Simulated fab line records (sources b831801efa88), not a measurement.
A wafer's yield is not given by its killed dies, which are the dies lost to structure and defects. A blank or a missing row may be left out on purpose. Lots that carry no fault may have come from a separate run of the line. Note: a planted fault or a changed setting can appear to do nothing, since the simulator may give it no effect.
A lot that was struck, set against a sound lot	flow sky130	37 out of 708 route steps
Sound: the wafers L732.4, L732.5, L732.6. The struck wafers were L738.1, L738.3, L738.5. The cause is named last.
For every step that has rows: the tool of each side, followed by ch and its chambers, followed by its first start. Under that, the readings that differ: sound wafers	struck wafers	difference of the means	sigmas: that difference in standard deviations of wafers without a fault.
alike: readings with means less than 2 such deviations apart, plus words and numbers identical on both sides. not compared: withheld readings, readings lacking a value on some wafer, bounds such as >300 that could conceal the same value, and numbers that have no deviation in the record and whose values overlap.
The two part at a step that has a row with sigmas, a row that says differs or no value, or rows on one side only. Non-overlapping numbers with no deviation appear without sigmas and do not part them. A reading missing from all wafers of one side parts the sides only when that side holds two or more wafers.

first, 10 steps without rows for these wafers: SKY_VIA2_CLEAN_18 (cleans in IPA, time 180 s); SKY_VIA2_CLEAN_19 (cleans in O3/DIW); SKY_VIA2_SPUTTER_20 (material TiN, target thk 20 nm, time 80 s); SKY_VIA2_CVD_21 (deposits W, target thk 420 nm, time 126.4 s); SKY_VIA2_CMP_24 (polishes, stops on SiO2, t overpolish 20 s, target thk 0 nm); SKY_METAL3_SPUTTER_00 (material Ti, target thk 15 nm, time 10 s); SKY_METAL3_SPUTTER_01 (material TiN, target thk 20 nm, time 16.7 s); SKY_METAL3_SPUTTER_02 (material AlCu, target thk 735 nm, time 39.1 s); SKY_METAL3_SPUTTER_03 (material Ti, target thk 5 nm, time 3.3 s); SKY_METAL3_SPUTTER_04 (material TiN, target thk 70 nm, time 58.3 s).
SKY_CAPM_CVD_00: deposits SiO2, target thk 15.5 nm.
  sound on pecvd-04 ch 0,1,2, day 38 13:37; struck on pecvd-04 ch 0,1, day 40 11:46
  alike: heater power w, susceptor temp C
SKY_CAPM_THK_MEAS_01:
  sound on film metro-01, day 38 13:40; struck on film metro-04, day 40 11:47
reading	sound	struck	difference	sigmas
CAPM_CVD_00_THK (nm)	15.62 15.92 15.51	13.61 13.60 13.53	-2.10	-8
then, 23 steps without rows for these wafers: SKY_CAPM_SPUTTER_02 (material TiN, target thk 200 nm, time 159.7 s); SKY_CAPM_DEHYDRATE_05 (time 60 s); SKY_CAPM_HMDS_06 (prime time 60 s); SKY_CAPM_COAT_07 (resist thk 1140 nm); SKY_CAPM_SOFTBAKE_08 (time 60 s); SKY_CAPM_EXPOSE_09 (exposes mask CAPM, target cd 1000 nm); SKY_CAPM_PEB_10; SKY_CAPM_DEVELOP_11 (develop time 60 s); SKY_CAPM_METAL_ETCH_13 (etches TiN in Cl2/BCl3, stops on SiO2, target depth 220 nm, time 62.9 s); SKY_CAPM_STRIP_14 (strips in O2/N2); SKY_CAPM_STRIP_15 (strips in post etch residue remover, time 1200 s); SKY_CAPM_CLEAN_16 (cleans in IPA, time 180 s); SKY_CAPM_CLEAN_17 (cleans in O3/DIW); SKY_METAL3_DEHYDRATE_05 (time 60 s); SKY_METAL3_HMDS_06 (prime time 60 s); SKY_METAL3_COAT_07 (resist thk 60 nm); SKY_METAL3_COAT_08 (resist thk 1140 nm); SKY_METAL3_SOFTBAKE_09 (time 90 s); SKY_METAL3_EXPOSE_10 (exposes mask MM3, target cd 300 nm); SKY_METAL3_PEB_11; SKY_METAL3_DEVELOP_12 (develop time 60 s); SKY_METAL3_DESCUM_15 (chemistry O2, time 8 s); SKY_METAL3_ETCH_16 (etches BARC in N2/H2, stops on SiO2, time 88.2 s, target depth 60 nm).
-- the record jumps here: 2 days lie between the struck wafers' starts before and after --
SKY_METAL3_ETCH_17: etches SiO2 in C4F8/O2/Ar, stops on TiN, time 3.9 s, target depth 15 nm.
  sound on rie diel-02 ch 0,3, day 40 15:52; struck on rie diel-04 ch 0,1,3, day 42 12:22
reading	sound	struck	difference	sigmas
oes product au (a.u.)	0.752 0.770 0.760	0.710 0.705 0.703	-0.055	-7
  not compared: rf hours counter h
-- the record jumps here: 6 days lie between the struck wafers' starts before and after (it left off in module METAL3 and takes up again in module PAD_OPEN, whose first step shown is number 708 of the route) --
SKY_PAD_OPEN_PROBE_99:
  sound on prober-02, day 47 12:11; struck on prober-02, day 48 23:22
reading	sound	struck	difference	sigmas
model.etest.tester.sort n pass	389 391 405	336 346 358	-48	
model.etest.tester.sort yield pct (%)	79.06 79.47 82.32	68.29 70.33 72.76	-9.82	
model.etest.tester.sort_bin_5_pct (%)	11.38 13.62 12.2	24.19 21.75 20.53	+9.76	
model.etest.cap mim.c ff um2 rim less centre	-0.02043 0.01702 -0.03377	0.7815 0.7355 0.8026	+0.7856	
  alike: defect limited yield, killed_at_M0_to_M3, killed_at_M4_up, killed at contacts, killed at front end, killed at other, killed dies, killed open, killed short

== WHERE THEY PART ==
Earliest at SKY_CAPM_THK_MEAS_01; latest, in this record, at SKY_METAL3_ETCH_17. Later steps at which nothing parts them and some readings are alike: SKY_PAD_OPEN_PROBE_99.

WHY: what the simulator had put in
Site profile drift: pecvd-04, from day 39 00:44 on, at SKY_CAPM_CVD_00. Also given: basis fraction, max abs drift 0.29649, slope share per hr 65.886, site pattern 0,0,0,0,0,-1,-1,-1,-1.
